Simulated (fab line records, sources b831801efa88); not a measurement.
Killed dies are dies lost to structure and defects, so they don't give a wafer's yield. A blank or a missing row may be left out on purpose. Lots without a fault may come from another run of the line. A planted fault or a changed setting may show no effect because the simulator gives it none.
fab line records | flow gf180mcu
record lots=5 wafers=15 last_day=34
route steps=602 shown DNWELL@32 NWELL@42 LVPWELL@54 MVSD@66 MVPSD@78
lots that met no fault: from a run of the same line without faults
start_h: hours from the record's first day to the start of the lot's first wafer shown | wait_h: hours since the lot's step before | " the same as in the row above | L1.1+2: a row that stands for several wafers | - no value, or no start given | * or withheld: withheld | < > ~ a bound
route shown NAME@n: a module of which the file shows steps, and the number in the route of the first | usual: mean/standard deviation of fault-free wafers | same: alike in all rows | chamber/n: place in a boat | sites: the reading at each site | _std_site: their standard deviation | _edge_site: outer sites' mean less inner sites' | radius_mm: how far each site lies from the wafer's centre | mask NAME#n: copy n | behind: the tool/chamber that last shaped the wafer | hold: why the lot was held/for how many hours/how that ended | device: the transistor (n, p or np) that didn't switch | end of line: the same wafers' tests at the end of the route | a step without rows: its recipe alone | killed: dies lost to structure and defects at the first sort, not the wafer's yield | map: a wafer's dies, x killed, . not, _ none there
set.NAME: the setting as run; set.NAME@STEP: as run at that earlier step | model.NAME: the simulator's own value behind a step, which no gauge read
lots at some steps of the route; a table a step, a row a wafer
services: from which hour (start_h, from the record's first day; less than 0 if before it) a tool's chamber was out of use, for how many hours, and why
## steps
# step GF_DNWELL_DEHYDRATE_00
# recipe temp_c=200 time_s=60
# columns lot.wafer tool chamber start_h wait_h
L082.1+2+5 litho_track-03 0 78.19 5.9
L085.2+3+5 litho_track-01 0 93.25 5.9
L090.1+2+6 litho_track-03 0 119.69 6.3
L091.3+5+6 litho_track-04 0 125.31 6.8
L097.2+5+6 litho_track-03 0 155.51 7.2
# step GF_DNWELL_HMDS_01
# recipe prime_time_s=60 prime_temp_c=120
# columns lot.wafer tool chamber start_h wait_h
L082.1+2+5 litho_track-03 0 78.34 0.1
L085.2+3+5 litho_track-01 0 93.40 0.1
L090.1+2+6 litho_track-03 0 119.84 0.1
L091.3+5+6 litho_track-04 0 125.46 0.1
L097.2+5+6 litho_track-03 0 155.66 0.1
# step GF_DNWELL_COAT_02
# recipe spin_rpm=2000 resist_thk_nm=3000
# usual dispense_pressure_kPa=51/3.2
# columns lot.wafer tool chamber start_h wait_h dispense_pressure_kPa
L082.1 litho_track-03 0 78.49 0.1 55
L082.2 " 0 " " 55
L082.5 " 0 " " 55
L085.2 litho_track-01 0 93.55 0.1 48
L085.3 " 0 " " 48
L085.5 " 0 " " 48
L090.1 litho_track-03 0 119.99 0.1 55
L090.2 " 0 " " 55
L090.6 " 0 " " 55
L091.3 litho_track-04 0 125.61 0.1 50
L091.5 " 0 " " 50
L091.6 " 0 " " 50
L097.2 litho_track-03 0 155.81 0.1 55
L097.5 " 0 " " 55
L097.6 " 0 " " 55
# step GF_DNWELL_SOFTBAKE_03
# recipe temp_c=110 time_s=withheld
# columns lot.wafer tool chamber start_h wait_h
L082.1+2+5 litho_track-03 0 78.64 0.1
L085.2+3+5 litho_track-01 0 93.71 0.1
L090.1+2+6 litho_track-03 0 120.14 0.1
L091.3+5+6 litho_track-04 0 125.78 0.1
L097.2+5+6 litho_track-03 0 155.97 0.1
# step GF_DNWELL_EXPOSE_04
# recipe mask_id=DNWELL target_cd_nm=1700 na=0.6 source_shape=conventional sigma_outer=0.6 dose_mj=260
# columns lot.wafer tool chamber start_h wait_h mask
L082.1+2+5 iline_stepper-02 0 - - DNWELL#0
L085.2+3+5 iline_stepper-01 0 - - DNWELL#0
L090.1+2+6 iline_stepper-01 0 - - DNWELL#0
L091.3+5+6 iline_stepper-01 0 - - DNWELL#0
L097.2+5+6 iline_stepper-02 0 - - DNWELL#0
# step GF_DNWELL_PEB_05
# recipe temp_c=115 time_s=withheld
# columns lot.wafer tool chamber start_h wait_h
L082.1+2+5 litho_track-04 0 - -
L085.2+3+5 litho_track-03 0 - -
L090.1+2+6 litho_track-03 0 - -
L091.3+5+6 litho_track-01 0 - -
L097.2+5+6 litho_track-01 0 - -
# step GF_DNWELL_DEVELOP_06
# recipe wall_angle_deg=90 develop_time_s=60 dev_temp_c=23
# usual developer_temp_C=22.97/0.12
# columns lot.wafer tool chamber start_h wait_h developer_temp_C
L082.1 litho_track-04 0 - - 22.97
L082.2 " 0 " " 22.89
L082.5 " 0 " " 23.05
L085.2 litho_track-03 0 - - 22.98
L085.3 " 0 " " 22.89
L085.5 " 0 " " 22.85
L090.1 litho_track-03 0 - - 22.84
L090.2 " 0 " " 22.96
L090.6 " 0 " " 22.84
L091.3 litho_track-01 0 - - 23.06
L091.5 " 0 " " 22.98
L091.6 " 0 " " 22.98
L097.2 litho_track-01 0 - - 22.92
L097.5 " 0 " " 22.88
L097.6 " 0 " " 22.99
# step GF_DNWELL_IMPLANT_07
# recipe species=P energy_kev=1500 dose_cm2=1e+13 tilt_deg=0
# columns lot.wafer tool chamber start_h wait_h
L082.1+2+5 implanter-01 0 85.86 -
L085.2+3+5 implanter-03 0 101.12 -
L090.1+2+6 implanter-02 0 127.39 -
L091.3+5+6 implanter-03 0 133.38 -
L097.2+5+6 implanter-01 0 164.20 -
# step GF_DNWELL_STRIP_08
# recipe chemistry=O2/N2 power_w=1400 pressure_mtorr=1500 platen_temp_c=250 o2_flow_sccm=3000 n2_flow_sccm=300 overash_fraction=0.5
# usual drypump_motor_current_A=5.8/0.32 heater_power_w=344/14 oes_product_au=0.723/0.004 strip_time_to_endpoint_s=36.91/0.099
# same overash_fraction=0.5
# columns lot.wafer tool chamber start_h wait_h drypump_motor_current_A heater_power_w oes_product_au rf_hours_counter_h strip_time_to_endpoint_s
L082.1 plasma_asher-01 0 86.01 0.1 5.3 317 0.727 43 36.82
L082.2 " 1 " " 6.1 334 0.722 43 36.84
L082.5 " 1 " " 6.1 346 0.722 - 36.89
L085.2 plasma_asher-01 1 101.24 0.1 6.1 341 0.723 44 36.88
L085.3 " 0 " " 5.3 312 0.721 - 36.98
L085.5 " 0 " " 5.3 323 0.720 - 37.00
L090.1 plasma_asher-02 0 127.54 0.1 6.3 345 0.729 48 36.92
L090.2 " 1 " " 5.6 356 0.728 48 36.84
L090.6 " 0 " " 6.2 351 0.721 - 36.96
L091.3 plasma_asher-02 1 133.51 0.1 5.6 364 0.719 - 36.91
L091.5 " 0 " " 6.3 342 0.726 - 36.92
L091.6 " 1 " " 5.6 357 0.721 - 36.91
L097.2 plasma_asher-01 1 164.33 0.1 6.1 338 0.722 51 36.92
L097.5 " 1 " " 6.1 335 0.722 - 36.97
L097.6 " 0 " " 5.3 324 0.714 - 36.86
# step GF_DNWELL_TW_MEAS_09
# usual DNWELL_TW=1345/14
# columns lot.wafer tool chamber start_h wait_h DNWELL_TW
L082.1 film_metro-03 - 86.11 0.1 1347
L082.2 " - " " 1336
L082.5 " - " " 1341
L085.2 film_metro-03 - 101.35 0.1 1334
L085.3 " - " " 1336
L085.5 " - " " 1338
L090.1 film_metro-03 - 127.64 0.1 1343
L090.2 " - " " 1361
L090.6 " - " " 1346
L091.3 film_metro-04 - 133.60 0.1 1368
L091.5 " - " " 1373
L091.6 " - " " 1369
L097.2 film_metro-03 - 164.44 0.1 1326
L097.5 " - " " 1330
L097.6 " - " " 1317
# step GF_NWELL_DEHYDRATE_00
# recipe temp_c=200 time_s=60
# columns lot.wafer tool chamber start_h wait_h
L082.1+2+5 litho_track-04 0 92.56 6.4
L085.2+3+5 litho_track-03 0 107.92 6.6
L090.1+2+6 litho_track-03 0 134.59 6.9
L091.3+5+6 litho_track-03 0 140.54 6.9
L097.2+5+6 litho_track-02 0 171.78 7.3
# step GF_NWELL_HMDS_01
# recipe prime_time_s=60 prime_temp_c=120
# columns lot.wafer tool chamber start_h wait_h
L082.1+2+5 litho_track-04 0 92.71 0.1
L085.2+3+5 litho_track-03 0 108.07 0.1
L090.1+2+6 litho_track-03 0 134.74 0.1
L091.3+5+6 litho_track-03 0 140.69 0.1
L097.2+5+6 litho_track-02 0 171.93 0.1
# step GF_NWELL_COAT_02
# recipe spin_rpm=2000 resist_thk_nm=3000
# usual dispense_pressure_kPa=52.0/2.1
# columns lot.wafer tool chamber start_h wait_h dispense_pressure_kPa
L082.1 litho_track-04 0 92.86 0.1 50.4
L082.2 " 0 " " 50.4
L082.5 " 0 " " 50.4
L085.2 litho_track-03 0 108.22 0.1 55.1
L085.3 " 0 " " 55.0
L085.5 " 0 " " 55.0
L090.1 litho_track-03 0 134.89 0.1 55.0
L090.2 " 0 " " 55.1
L090.6 " 0 " " 55.0
L091.3 litho_track-03 0 140.84 0.1 55.0
L091.5 " 0 " " 55.1
L091.6 " 0 " " 55.0
L097.2 litho_track-02 0 172.08 0.1 50.6
L097.5 " 0 " " 50.6
L097.6 " 0 " " 50.6
# step GF_NWELL_SOFTBAKE_03
# recipe temp_c=110 time_s=withheld
# columns lot.wafer tool chamber start_h wait_h
L082.1+2+5 litho_track-04 0 93.01 0.1
L085.2+3+5 litho_track-03 0 108.37 0.1
L090.1+2+6 litho_track-03 0 135.04 0.1
L091.3+5+6 litho_track-03 0 141.01 0.1
L097.2+5+6 litho_track-02 0 172.24 0.1
# step GF_NWELL_EXPOSE_04
# recipe mask_id=Nwell target_cd_nm=860 na=0.6 source_shape=conventional sigma_outer=0.6 dose_mj=260
# columns lot.wafer tool chamber start_h wait_h mask
L082.1+2+5 iline_stepper-02 0 - - Nwell#0
L085.2+3+5 iline_stepper-02 0 - - Nwell#0
L090.1+2+6 iline_stepper-01 0 - - Nwell#0
L091.3+5+6 iline_stepper-01 0 - - Nwell#0
L097.2+5+6 iline_stepper-01 0 - - Nwell#0
# step GF_NWELL_PEB_05
# recipe temp_c=115 time_s=withheld
# columns lot.wafer tool chamber start_h wait_h
L082.1+2+5 litho_track-03 0 - -
L085.2+3+5 litho_track-03 0 - -
L090.1+2+6 litho_track-02 0 - -
L091.3+5+6 litho_track-03 0 - -
L097.2+5+6 litho_track-02 0 - -
# step GF_NWELL_DEVELOP_06
# recipe wall_angle_deg=90 develop_time_s=60 dev_temp_c=23
# usual developer_temp_C=22.99/0.11
# columns lot.wafer tool chamber start_h wait_h developer_temp_C
L082.1 litho_track-03 0 - - 23.05
L082.2 " 0 " " 23.15
L082.5 " 0 " " 22.94
L085.2 litho_track-03 0 - - 22.98
L085.3 " 0 " " 23.06
L085.5 " 0 " " 22.87
L090.1 litho_track-02 0 - - 23.04
L090.2 " 0 " " 22.91
L090.6 " 0 " " 23.04
L091.3 litho_track-03 0 - - 23.02
L091.5 " 0 " " 22.98
L091.6 " 0 " " 22.87
L097.2 litho_track-02 0 - - 22.98
L097.5 " 0 " " 22.89
L097.6 " 0 " " 22.76
# step GF_NWELL_OVL_MEAS_07
# usual NWELL_OVL=-0.2/1.4
# columns lot.wafer tool chamber start_h wait_h NWELL_OVL[nm]
L082.1 overlay-01 - 100.14 - 1.4
L082.2 " - " " 2.6
L082.5 " - " " 2.3
L085.2 overlay-02 - 116.55 - -2.2
L085.3 " - " " -1.9
L085.5 " - " " -1.6
L090.1 overlay-02 - 142.96 - -0.6
L090.2 " - " " -0.2
L090.6 " - " " -1.6
L091.3 overlay-02 - 149.80 - 0.2
L091.5 " - " " -0.3
L091.6 " - " " -0.5
L097.2 overlay-01 - 181.16 - 0.9
L097.5 " - " " 1.5
L097.6 " - " " 0.4
# step GF_NWELL_IMPLANT_08
# recipe species=P energy_kev=450 dose_cm2=1.5e+13 tilt_deg=0
# columns lot.wafer tool chamber start_h wait_h
L082.1+2+5 implanter-03 0 100.18 0.0
L085.2+3+5 implanter-04 0 116.60 0.0
L090.1+2+6 implanter-04 0 142.99 0.0
L091.3+5+6 implanter-03 0 149.88 0.1
L097.2+5+6 implanter-02 0 181.22 0.0
# step GF_NWELL_IMPLANT_09
# recipe species=P energy_kev=160 dose_cm2=4e+12 tilt_deg=0
# columns lot.wafer tool chamber start_h wait_h
L082.1+2+5 implanter-03 0 100.33 0.1
L085.2+3+5 implanter-04 0 116.75 0.1
L090.1+2+6 implanter-04 0 143.14 0.1
L091.3+5+6 implanter-03 0 150.03 0.1
L097.2+5+6 implanter-02 0 181.37 0.1
# step GF_NWELL_STRIP_10
# recipe chemistry=O2/N2 power_w=1400 pressure_mtorr=1500 platen_temp_c=250 o2_flow_sccm=3000 n2_flow_sccm=300 overash_fraction=0.5
# usual drypump_motor_current_A=5.7/0.39 heater_power_w=352/16 oes_product_au=0.722/0.0045 strip_time_to_endpoint_s=36.94/0.099
# same overash_fraction=0.5
# columns lot.wafer tool chamber start_h wait_h drypump_motor_current_A heater_power_w oes_product_au rf_hours_counter_h strip_time_to_endpoint_s
L082.1 plasma_asher-02 1 100.48 0.1 5.6 362 0.726 44 36.98
L082.2 " 0 " " 6.2 349 0.726 44 37.01
L082.5 " 0 " " 6.2 333 0.724 - 36.95
L085.2 plasma_asher-02 0 116.88 0.1 6.2 344 0.716 46 37.02
L085.3 " 1 " " 5.6 358 0.721 - 37.06
L085.5 " 1 " " 5.6 354 0.726 - 36.92
L090.1 plasma_asher-03 0 143.29 0.1 5.8 340 0.720 3 37.03
L090.2 " 1 " " 5.9 349 0.729 3 36.99
L090.6 " 0 " " 5.8 338 0.721 - 37.02
L091.3 plasma_asher-03 0 150.16 0.1 5.8 345 0.723 - 37.00
L091.5 " 0 " " 5.8 352 0.725 - 37.00
L091.6 " 1 " " 5.9 354 0.727 - 36.91
L097.2 plasma_asher-03 1 181.49 0.1 5.9 342 0.727 7 36.87
L097.5 " 0 " " 5.8 348 0.729 - 36.78
L097.6 " 1 " " 5.9 350 0.723 - 36.87
# step GF_NWELL_TW_MEAS_11
# usual NWELL_TW=1573/17
# columns lot.wafer tool chamber start_h wait_h NWELL_TW
L082.1 film_metro-04 - 100.58 0.1 1581
L082.2 " - " " 1583
L082.5 " - " " 1585
L085.2 film_metro-02 - 116.99 0.1 1553
L085.3 " - " " 1548
L085.5 " - " " 1554
L090.1 film_metro-04 - 143.39 0.1 1589
L090.2 " - " " 1591
L090.6 " - " " 1597
L091.3 film_metro-04 - 150.25 0.1 1591
L091.5 " - " " 1587
L091.6 " - " " 1596
L097.2 film_metro-04 - 181.60 0.1 1583
L097.5 " - " " 1586
L097.6 " - " " 1592
# step GF_LVPWELL_DEHYDRATE_00
# recipe temp_c=200 time_s=60
# columns lot.wafer tool chamber start_h wait_h
L082.1+2+5 litho_track-02 0 107.01 6.4
L085.2+3+5 litho_track-03 0 123.62 6.6
L090.1+2+6 litho_track-03 0 150.39 7.0
L091.3+5+6 litho_track-03 0 157.19 6.9
L097.2+5+6 litho_track-02 0 189.68 8.1
# step GF_LVPWELL_HMDS_01
# recipe prime_time_s=60 prime_temp_c=120
# columns lot.wafer tool chamber start_h wait_h
L082.1+2+5 litho_track-02 0 107.16 0.1
L085.2+3+5 litho_track-03 0 123.77 0.1
L090.1+2+6 litho_track-03 0 150.54 0.1
L091.3+5+6 litho_track-03 0 157.34 0.1
L097.2+5+6 litho_track-02 0 189.83 0.1
# step GF_LVPWELL_COAT_02
# recipe spin_rpm=2000 resist_thk_nm=3000
# usual dispense_pressure_kPa=51.7/2.3
# columns lot.wafer tool chamber start_h wait_h dispense_pressure_kPa
L082.1 litho_track-02 0 107.31 0.1 50.6
L082.2 " 0 " " 50.6
L082.5 " 0 " " 50.6
L085.2 litho_track-03 0 123.92 0.1 55.0
L085.3 " 0 " " 55.0
L085.5 " 0 " " 55.0
L090.1 litho_track-03 0 150.69 0.1 55.1
L090.2 " 0 " " 55.0
L090.6 " 0 " " 55.0
L091.3 litho_track-03 0 157.49 0.1 55.1
L091.5 " 0 " " 55.0
L091.6 " 0 " " 55.0
L097.2 litho_track-02 0 189.98 0.1 50.6
L097.5 " 0 " " 50.6
L097.6 " 0 " " 50.6
# step GF_LVPWELL_SOFTBAKE_03
# recipe temp_c=110 time_s=withheld
# columns lot.wafer tool chamber start_h wait_h
L082.1+2+5 litho_track-02 0 107.46 0.1
L085.2+3+5 litho_track-03 0 124.07 0.1
L090.1+2+6 litho_track-03 0 150.84 0.1
L091.3+5+6 litho_track-03 0 157.66 0.1
L097.2+5+6 litho_track-02 0 190.14 0.1
# step GF_LVPWELL_EXPOSE_04
# recipe mask_id=LVPWELL target_cd_nm=600 na=0.6 source_shape=conventional sigma_outer=0.6 dose_mj=260
# columns lot.wafer tool chamber start_h wait_h mask
L082.1+2+5 iline_stepper-01 0 - - LVPWELL#0
L085.2+3+5 iline_stepper-01 0 - - LVPWELL#0
L090.1+2+6 iline_stepper-01 0 - - LVPWELL#0
L091.3+5+6 iline_stepper-02 0 - - LVPWELL#0
L097.2+5+6 iline_stepper-01 0 - - LVPWELL#0
# step GF_LVPWELL_PEB_05
# recipe temp_c=115 time_s=withheld
# columns lot.wafer tool chamber start_h wait_h
L082.1+2+5 litho_track-03 0 - -
L085.2+3+5 litho_track-01 0 - -
L090.1+2+6 litho_track-03 0 - -
L091.3+5+6 litho_track-02 0 - -
L097.2+5+6 litho_track-01 0 - -
# step GF_LVPWELL_DEVELOP_06
# recipe wall_angle_deg=90 develop_time_s=60 dev_temp_c=23
# usual developer_temp_C=23.00/0.088
# columns lot.wafer tool chamber start_h wait_h developer_temp_C
L082.1 litho_track-03 0 - - 22.94
L082.2 " 0 " " 23.08
L082.5 " 0 " " 22.85
L085.2 litho_track-01 0 - - 22.95
L085.3 " 0 " " 22.95
L085.5 " 0 " " 22.82
L090.1 litho_track-03 0 - - 23.09
L090.2 " 0 " " 22.99
L090.6 " 0 " " 22.86
L091.3 litho_track-02 0 - - 22.97
L091.5 " 0 " " 23.10
L091.6 " 0 " " 23.08
L097.2 litho_track-01 0 - - 22.94
L097.5 " 0 " " 22.95
L097.6 " 0 " " 23.08
# step GF_LVPWELL_OVL_MEAS_07
# usual LVPWELL_OVL=-0.2/1.6
# columns lot.wafer tool chamber start_h wait_h LVPWELL_OVL[nm]
L082.1 overlay-02 - 115.24 - 1.4
L082.2 " - " " 2.4
L082.5 " - " " 0.4
L085.2 overlay-02 - 131.99 - -0.3
L085.3 " - " " 1.6
L085.5 " - " " -1.1
L090.1 overlay-01 - 158.79 - -0.8
L090.2 " - " " 0.3
L090.6 " - " " 0.7
L091.3 overlay-02 - 165.32 - -1.8
L091.5 " - " " -2.8
L091.6 " - " " -3.2
L097.2 overlay-01 - 198.63 - -1.7
L097.5 " - " " -2.3
L097.6 " - " " 0.3
# step GF_LVPWELL_IMPLANT_08
# recipe species=B energy_kev=170 dose_cm2=1.5e+13 tilt_deg=0
# columns lot.wafer tool chamber start_h wait_h
L082.1+2+5 implanter-02 0 115.28 0.0
L085.2+3+5 implanter-02 0 132.04 0.0
L090.1+2+6 implanter-04 0 158.83 0.0
L091.3+5+6 implanter-02 0 165.39 0.1
L097.2+5+6 implanter-04 0 198.69 0.0
# step GF_LVPWELL_IMPLANT_09
# recipe species=B energy_kev=60 dose_cm2=5e+12 tilt_deg=0
# columns lot.wafer tool chamber start_h wait_h
L082.1+2+5 implanter-02 0 115.43 0.1
L085.2+3+5 implanter-02 0 132.19 0.1
L090.1+2+6 implanter-04 0 158.98 0.1
L091.3+5+6 implanter-02 0 165.54 0.1
L097.2+5+6 implanter-04 0 198.84 0.1
# step GF_LVPWELL_STRIP_10
# recipe chemistry=O2/N2 power_w=1400 pressure_mtorr=1500 platen_temp_c=250 o2_flow_sccm=3000 n2_flow_sccm=300 overash_fraction=0.5
# usual drypump_motor_current_A=5.6/0.48 heater_power_w=349/24 oes_product_au=0.722/0.0046 strip_time_to_endpoint_s=36.93/0.11
# same overash_fraction=0.5
# columns lot.wafer tool chamber start_h wait_h drypump_motor_current_A heater_power_w oes_product_au rf_hours_counter_h strip_time_to_endpoint_s
L082.1 plasma_asher-04 1 115.58 0.1 5.7 388 0.721 32 36.98
L082.2 " 0 " " 4.8 336 0.724 32 37.02
L082.5 " 0 " " 4.8 336 0.722 - 36.99
L085.2 plasma_asher-01 0 132.32 0.1 5.3 324 0.726 48 37.04
L085.3 " 1 " " 6.1 340 0.726 - 36.99
L085.5 " 1 " " 6.1 342 0.723 - 37.08
L090.1 plasma_asher-04 0 159.13 0.1 4.8 327 0.721 36 36.95
L090.2 " 1 " " 5.7 393 0.720 36 37.04
L090.6 " 1 " " 5.7 394 0.716 - 36.92
L091.3 plasma_asher-02 1 165.67 0.1 5.6 352 0.720 - 36.87
L091.5 " 1 " " 5.6 363 0.726 - 36.72
L091.6 " 0 " " 6.2 340 0.721 - 36.79
L097.2 plasma_asher-02 1 198.96 0.1 5.6 357 0.721 55 36.99
L097.5 " 1 " " 5.6 354 0.720 - 37.02
L097.6 " 0 " " 6.2 348 0.722 - 36.97
# step GF_LVPWELL_TW_MEAS_11
# usual LVPWELL_TW=558/5.9
# columns lot.wafer tool chamber start_h wait_h LVPWELL_TW
L082.1 film_metro-02 - 115.68 0.1 558
L082.2 " - " " 556
L082.5 " - " " 553
L085.2 film_metro-02 - 132.43 0.1 553
L085.3 " - " " 552
L085.5 " - " " 552
L090.1 film_metro-02 - 159.23 0.1 559
L090.2 " - " " 560
L090.6 " - " " 562
L091.3 film_metro-04 - 165.76 0.1 565
L091.5 " - " " 568
L091.6 " - " " 565
L097.2 film_metro-04 - 199.07 0.1 562
L097.5 " - " " 561
L097.6 " - " " 562
# step GF_MVSD_DEHYDRATE_00
# recipe temp_c=200 time_s=60
# columns lot.wafer tool chamber start_h wait_h
L082.1+2+5 litho_track-02 0 121.91 6.2
L085.2+3+5 litho_track-01 0 138.95 6.5
L090.1+2+6 litho_track-02 0 166.56 7.3
L091.3+5+6 litho_track-04 0 173.31 7.5
L097.2+5+6 litho_track-02 0 205.93 6.8
# step GF_MVSD_HMDS_01
# recipe prime_time_s=60 prime_temp_c=120
# columns lot.wafer tool chamber start_h wait_h
L082.1+2+5 litho_track-02 0 122.06 0.1
L085.2+3+5 litho_track-01 0 139.10 0.1
L090.1+2+6 litho_track-02 0 166.71 0.1
L091.3+5+6 litho_track-04 0 173.46 0.1
L097.2+5+6 litho_track-02 0 206.08 0.1
# step GF_MVSD_COAT_02
# recipe spin_rpm=2000 resist_thk_nm=3000
# usual dispense_pressure_kPa=49.8/1.2
# columns lot.wafer tool chamber start_h wait_h dispense_pressure_kPa
L082.1 litho_track-02 0 122.21 0.1 50.6
L082.2 " 0 " " 50.6
L082.5 " 0 " " 50.6
L085.2 litho_track-01 0 139.25 0.1 47.8
L085.3 " 0 " " 47.8
L085.5 " 0 " " 47.9
L090.1 litho_track-02 0 166.86 0.1 50.6
L090.2 " 0 " " 50.6
L090.6 " 0 " " 50.6
L091.3 litho_track-04 0 173.61 0.1 50.4
L091.5 " 0 " " 50.4
L091.6 " 0 " " 50.4
L097.2 litho_track-02 0 206.23 0.1 50.6
L097.5 " 0 " " 50.6
L097.6 " 0 " " 50.6
# step GF_MVSD_SOFTBAKE_03
# recipe temp_c=110 time_s=withheld
# columns lot.wafer tool chamber start_h wait_h
L082.1+2+5 litho_track-02 0 122.36 0.1
L085.2+3+5 litho_track-01 0 139.41 0.1
L090.1+2+6 litho_track-02 0 167.01 0.1
L091.3+5+6 litho_track-04 0 173.78 0.1
L097.2+5+6 litho_track-02 0 206.39 0.1
# step GF_MVSD_EXPOSE_04
# recipe mask_id=MVSD target_cd_nm=1000 na=0.6 source_shape=conventional sigma_outer=0.6 dose_mj=260
# columns lot.wafer tool chamber start_h wait_h mask
L082.1+2+5 iline_stepper-02 0 - - MVSD#0
L085.2+3+5 iline_stepper-01 0 - - MVSD#0
L090.1+2+6 iline_stepper-02 0 - - MVSD#0
L091.3+5+6 iline_stepper-02 0 - - MVSD#0
L097.2+5+6 iline_stepper-02 0 - - MVSD#0
# step GF_MVSD_PEB_05
# recipe temp_c=115 time_s=withheld
# columns lot.wafer tool chamber start_h wait_h
L082.1+2+5 litho_track-04 0 - -
L085.2+3+5 litho_track-01 0 - -
L090.1+2+6 litho_track-02 0 - -
L091.3+5+6 litho_track-01 0 - -
L097.2+5+6 litho_track-02 0 - -
# step GF_MVSD_DEVELOP_06
# recipe wall_angle_deg=90 develop_time_s=60 dev_temp_c=23
# usual developer_temp_C=22.98/0.094
# columns lot.wafer tool chamber start_h wait_h developer_temp_C
L082.1 litho_track-04 0 - - 22.90
L082.2 " 0 " " 22.87
L082.5 " 0 " " 22.79
L085.2 litho_track-01 0 - - 22.90
L085.3 " 0 " " 22.90
L085.5 " 0 " " 22.97
L090.1 litho_track-02 0 - - 22.91
L090.2 " 0 " " 22.85
L090.6 " 0 " " 22.92
L091.3 litho_track-01 0 - - 22.90
L091.5 " 0 " " 22.96
L091.6 " 0 " " 22.99
L097.2 litho_track-02 0 - - 22.88
L097.5 " 0 " " 23.00
L097.6 " 0 " " 22.96
# step GF_MVSD_OVL_MEAS_07
# usual MVSD_OVL=-1.3/1.4
# columns lot.wafer tool chamber start_h wait_h MVSD_OVL[nm]
L082.1 overlay-01 - 130.21 - 0.9
L082.2 " - " " 2.0
L082.5 " - " " 1.6
L085.2 overlay-02 - 148.28 - -2.5
L085.3 " - " " -3.9
L085.5 " - " " -3.2
L090.1 overlay-01 - 175.30 - -1.1
L090.2 " - " " -1.2
L090.6 " - " " -0.4
L091.3 overlay-01 - 182.39 - 1.1
L091.5 " - " " 1.0
L091.6 " - " " 0.7
L097.2 overlay-02 - 214.81 - -3.9
L097.5 " - " " -2.6
L097.6 " - " " -2.9
# step GF_MVSD_IMPLANT_08
# recipe species=P energy_kev=400 dose_cm2=1.6e+13 tilt_deg=0
# columns lot.wafer tool chamber start_h wait_h
L082.1+2+5 implanter-01 0 130.25 0.0
L085.2+3+5 implanter-03 0 148.34 0.0
L090.1+2+6 implanter-04 0 175.34 0.0
L091.3+5+6 implanter-03 0 182.46 0.1
L097.2+5+6 implanter-03 0 214.87 0.0
# step GF_MVSD_IMPLANT_09
# recipe species=P energy_kev=100 dose_cm2=5e+12 tilt_deg=0
# columns lot.wafer tool chamber start_h wait_h
L082.1+2+5 implanter-01 0 130.40 0.1
L085.2+3+5 implanter-03 0 148.49 0.1
L090.1+2+6 implanter-04 0 175.49 0.1
L091.3+5+6 implanter-03 0 182.61 0.1
L097.2+5+6 implanter-03 0 215.02 0.1
# step GF_MVSD_STRIP_10
# recipe chemistry=O2/N2 power_w=1400 pressure_mtorr=1500 platen_temp_c=250 o2_flow_sccm=3000 n2_flow_sccm=300 overash_fraction=0.5
# usual drypump_motor_current_A=5.5/0.46 heater_power_w=346/27 oes_product_au=0.722/0.0042 strip_time_to_endpoint_s=36.93/0.12
# same overash_fraction=0.5
# columns lot.wafer tool chamber start_h wait_h drypump_motor_current_A heater_power_w oes_product_au rf_hours_counter_h strip_time_to_endpoint_s
L082.1 plasma_asher-04 1 130.55 0.1 5.7 395 0.724 33 36.90
L082.2 " 0 " " 4.8 340 0.723 33 36.95
L082.5 " 1 " " 5.7 396 0.722 - 36.87
L085.2 plasma_asher-01 1 148.61 0.1 6.1 336 0.714 49 36.83
L085.3 " 1 " " 6.1 339 0.722 - 36.86
L085.5 " 1 " " 6.1 333 0.728 - 36.75
L090.1 plasma_asher-01 0 175.64 0.1 5.3 318 0.720 52 37.09
L090.2 " 1 " " 6.1 337 0.729 52 37.15
L090.6 " 0 " " 5.3 319 0.720 - 37.15
L091.3 plasma_asher-04 1 182.75 0.1 5.7 400 0.722 - 37.09
L091.5 " 1 " " 5.7 393 0.724 - 37.13
L091.6 " 0 " " 4.8 341 0.722 - 37.06
L097.2 plasma_asher-03 1 215.14 0.1 5.9 350 0.723 10 37.21
L097.5 " 1 " " 5.9 357 0.724 - 37.28
L097.6 " 0 " " 5.8 345 0.720 - 37.24
# step GF_MVSD_TW_MEAS_11
# usual MVSD_TW=1569/17
# columns lot.wafer tool chamber start_h wait_h MVSD_TW
L082.1 film_metro-04 - 130.65 0.1 1596
L082.2 " - " " 1595
L082.5 " - " " 1605
L085.2 film_metro-01 - 148.72 0.1 1555
L085.3 " - " " 1550
L085.5 " - " " 1556
L090.1 film_metro-01 - 175.74 0.1 1547
L090.2 " - " " 1562
L090.6 " - " " 1552
L091.3 film_metro-02 - 182.83 0.1 1562
L091.5 " - " " 1560
L091.6 " - " " 1561
L097.2 film_metro-02 - 215.25 0.1 1586
L097.5 " - " " 1569
L097.6 " - " " 1573
# step GF_MVPSD_DEHYDRATE_00
# recipe temp_c=200 time_s=60
# columns lot.wafer tool chamber start_h wait_h
L082.1+2+5 litho_track-03 0 137.39 6.7
L085.2+3+5 litho_track-01 0 155.95 7.2
L090.1+2+6 litho_track-03 0 183.74 8.0
L091.3+5+6 litho_track-03 0 190.79 7.9
L097.2+5+6 litho_track-04 0 223.58 8.3
# step GF_MVPSD_HMDS_01
# recipe prime_time_s=60 prime_temp_c=120
# columns lot.wafer tool chamber start_h wait_h
L082.1+2+5 litho_track-03 0 137.54 0.1
L085.2+3+5 litho_track-01 0 156.10 0.1
L090.1+2+6 litho_track-03 0 183.89 0.1
L091.3+5+6 litho_track-03 0 190.94 0.1
L097.2+5+6 litho_track-04 0 223.73 0.1
## services
# columns tool chamber start_h hours kind
implanter-03 - 68.81 8.2 pm
plasma_asher-04 - 79.83 2.4 repair
implanter-04 - 99.28 6.6 repair
plasma_asher-03 - 108.75 9.0 pm
plasma_asher-03 0 108.75 9.0 vent_cycle
plasma_asher-03 1 108.75 9.0 vent_cycle
iline_stepper-01 - 115.20 4.4 pm
plasma_asher-03 0 117.75 - clean
plasma_asher-03 1 117.75 - clean
iline_stepper-02 - 134.37 13.2 repair
implanter-04 - 159.73 9.1 repair
plasma_asher-02 - 167.28 0.5 repair
plasma_asher-03 - 174.64 1.2 repair
implanter-04 - 182.63 2.4 pm
iline_stepper-01 - 187.66 1.7 pm
iline_stepper-01 - 209.16 5.6 repair
plasma_asher-02 - 209.82 14.6 pm
implanter-01 - 217.00 4.4 pm
## key
fault none
